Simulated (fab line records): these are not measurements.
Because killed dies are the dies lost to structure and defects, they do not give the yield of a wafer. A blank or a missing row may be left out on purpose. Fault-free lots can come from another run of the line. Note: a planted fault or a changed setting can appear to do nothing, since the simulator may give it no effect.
Chamber matching | flow sky130 | SKY_POLY_CUT_ETCH_11 on rie_diel-02 has 4 sister chambers
The step etches Si3N4 in CF4/CH2F2/Ar, stops on poly-Si, time 42.5 s, target depth 60 nm. 8 wafers are shown with their chamber, then 8 later ones without.

WAFERS WITH THEIR CHAMBER
wafer  | chamber | drypump_motor_current_A (A) | throttle_valve_pct (%)
L862.2 | 2       | 6.1                         | 14.993
L869.3 | 3       | 5.2                         | 15.000
L869.4 | 0       | 5.9                         | 14.996
L869.6 | 1       | 5.8                         | 15.000
L870.1 | 3       | 5.2                         | 14.988
L870.3 | 1       | 5.8                         | 15.006
L870.4 | 2       | 6.2                         | 14.987
L872.1 | 0       | 5.8                         | 15.005

WAFERS WITHOUT THEIR CHAMBER
wafer  | drypump_motor_current_A (A) | throttle_valve_pct (%)
L872.2 | 5.8                         | 14.983
L872.4 | 5.2                         | 14.976
L880.1 | 5.2                         | 14.991
L880.3 | 5.8                         | 14.992
L880.6 | 5.2                         | 15.000
L881.1 | 5.2                         | 15.000
L881.2 | 5.8                         | 14.988
L881.3 | 5.8                         | 14.988

CHAMBER TAKEN BY EACH
wafer  | from the rows above     | in truth
L872.2 | can't be placed: 0 or 1 | 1
L872.4 | 3                       | 3
L880.1 | 3                       | 3
L880.3 | can't be placed: 0 or 1 | 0
L880.6 | 3                       | 3
L881.1 | 3                       | 3
L881.2 | can't be placed: 0 or 1 | 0
L881.3 | can't be placed: 0 or 1 | 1
4 of 8 placed correctly. From these rows, 4 cannot be placed; in 4 the true chamber is one of the candidates. 0 placed wrongly.
How it was worked out, from the rows above alone: a wafer's distance from a chamber is the root of the sum, over the readings, of the square of ((its reading less the chamber's mean) divided by the reading's scatter). The wafer belongs to the nearest chamber; if the next one is less than 2 further off, it can't be placed. A chamber's mean is the mean of its shown wafers. The scatter is the square root of a quotient: the sum, over the shown wafers, of each reading's squared deviation from its chamber's mean, divided by wafers minus chambers.
